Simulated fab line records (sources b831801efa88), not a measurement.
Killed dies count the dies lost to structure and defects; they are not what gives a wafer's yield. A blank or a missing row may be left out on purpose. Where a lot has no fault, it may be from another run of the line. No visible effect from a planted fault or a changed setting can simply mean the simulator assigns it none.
Which of the tools did it?	flow sky130	Sampling: 12 lots, 36 wafers, 4 of 708 route steps

WHAT THE GAUGES READ, wafer by wafer
SKY_POLY_GATE_THK_MEAS_01. Usual: POLY_GATE_CVD_00_THK typically reads 175.8 nm, with standard deviation 1.7.
lot	measured	on	POLY_GATE_CVD_00_THK (nm)	flag
L103	day 14 05:55	film_metro-03	178.7 178.2 178.5	
L102	day 14 07:41	film_metro-02	178.6 177.7 177.6	
L104	day 14 17:16	film_metro-03	175.7 175.6 176.1	
L105	day 14 23:46	film_metro-02	177.9 178.0 176.7	
L108	day 16 09:38	film_metro-01	176.7 177.2 177.5	
L112	day 17 11:50	film_metro-02	173.3 173.8 172.5	
L115	day 18 19:22	film_metro-02	173.2 173.2 173.6	
L119	day 19 22:08	film_metro-01	175.6 174.4 175.1	
L120	day 20 02:39	film_metro-03	173.2 173.1 173.8	
L122	day 21 00:29	film_metro-01	173.1 174.3 174.1	
L123	day 21 07:04	film_metro-02	179.0 178.2 177.4	
L125	day 22 03:23	film_metro-02	175.3 174.3 175.8	

SKY_POLY_GATE_OVL_MEAS_14. Usual: POLY_GATE_OVL typically reads -2 nm, with standard deviation 6.4.
lot	measured	on	POLY_GATE_OVL (nm)	flag
L103	day 16 15:23	overlay-01	-7 -3 -4	
L102	day 16 15:43	overlay-01	-1 0 1	
L104	day 17 02:37	overlay-01	0 -1 7	
L105	day 17 10:19	overlay-02	-2 -6 -3	
L108	day 18 23:14	overlay-01	11 10 17	
L112	day 20 03:38	overlay-01	11 6 10	
L115	day 21 10:29	overlay-01	0 2 0	
L119	day 22 12:58	overlay-02	-9 -5 -14	
L120	day 22 17:12	overlay-01	-2 -6 -8	
L122	day 23 19:40	overlay-01	-2 1 2	
L123	day 23 23:35	overlay-01	-10 -9 -9	
L125	day 24 16:30	overlay-01	5 5 6	

SKY_LDD_P_CD_MEAS_07: the cd target is 380 nm. Usual: cd_nm reads 379.6 nm (standard deviation 2.5).
lot	measured	on	cd_nm (nm)	flag
L103	day 19 07:12	cd_sem-01	379.0 378.6 377.3	
L102	day 19 07:40	cd_sem-02	377.5 379.0 378.9	
L104	day 19 19:26	cd_sem-01	376.0 375.9 378.1	
L105	day 20 03:15	cd_sem-02	382.8 386.1 382.6	
L108	day 21 17:44	cd_sem-02	382.3 378.4 380.8	
L112	day 22 20:21	cd_sem-01	384.1 381.6 381.5	
L115	day 24 02:55	cd_sem-01	379.9 380.7 383.1	
L119	day 25 03:38	cd_sem-02	376.1 378.2 376.3	
L120	day 25 08:22	cd_sem-02	378.5 378.3 378.3	
L122	day 26 10:50	cd_sem-02	382.1 383.0 382.6	
L123	day 26 13:09	cd_sem-02	381.5 381.9 383.3	
L125	day 27 05:43	cd_sem-01	381.2 379.8 382.3	

WHAT TOOL EACH LOT RAN ON (gives the tool, then ch and the chambers of the sampled wafers, and finally the start)
lot	SKY_LDD_P_COAT_02
L103	litho_track-02 ch 0, day 18 14:19
L102	litho_track-03 ch 0, day 18 15:12
L104	litho_track-02 ch 0, day 19 03:50
L105	litho_track-02 ch 0, day 19 11:38
L108	litho_track-02 ch 0, day 21 01:41
L112	litho_track-02 ch 0, day 22 05:11
L115	litho_track-03 ch 0, day 23 11:48
L119	litho_track-04 ch 0, day 24 11:58
L120	litho_track-02 ch 0, day 24 17:32
L122	litho_track-04 ch 0, day 25 19:07
L123	litho_track-03 ch 0, day 25 22:27
L125	litho_track-04 ch 0, day 26 14:58
- SKY_LDD_P_COAT_02: resist thk 1140 nm.

WHAT THE TOOLS THEMSELVES READ (means of the sampled wafers that have a number; where no wafer has one, the mark that the record gives instead)
SKY_LDD_P_COAT_02. Usual: resist_line_temp_C 23.00 C, standard deviation 0.11; spin_speed_rpm 3000.1 rpm, standard deviation 2.1.
lot	tool	resist_line_temp_C (C)	spin_speed_rpm (rpm)	flag
L103	litho_track-02	22.98	3001.3	
L102	litho_track-03	22.96	3001.5	
L104	litho_track-02	23.07	3002.8	
L105	litho_track-02	23.14	3000.0	
L108	litho_track-02	23.05	3079.4	OFF
L112	litho_track-02	22.95	3077.6	OFF
L115	litho_track-03	23.16	2998.0	
L119	litho_track-04	22.90	3001.1	
L120	litho_track-02	22.99	2998.8	
L122	litho_track-04	22.96	3001.5	
L123	litho_track-03	22.92	2998.1	
L125	litho_track-04	23.09	3003.1	

THE ANSWER, worked out from the rows above alone
Rule: a lot is off if the mean of its wafers that have a number lies more than 3 standard deviations from the usual mean. Also off: a lot with no number at a reading for which 4 or more lots have one. Any other lot the step has rows for is counted as sound. Order of review: gauges by route order, followed by the tools' own readings, for which a lot's mean as printed above is used. At the first step where some lot is off, the reading lying furthest off is the one used; lots without a number count as furthest.
Off: L108, L112 (SKY_LDD_P_COAT_02, spin_speed_rpm).
If a tool, at that step or one of the process steps before it, ran each lot that is off and ran no sound lot following the first of them, it fits. Of those tried, none fits.

WHAT THE SIMULATOR HAD INSERTED
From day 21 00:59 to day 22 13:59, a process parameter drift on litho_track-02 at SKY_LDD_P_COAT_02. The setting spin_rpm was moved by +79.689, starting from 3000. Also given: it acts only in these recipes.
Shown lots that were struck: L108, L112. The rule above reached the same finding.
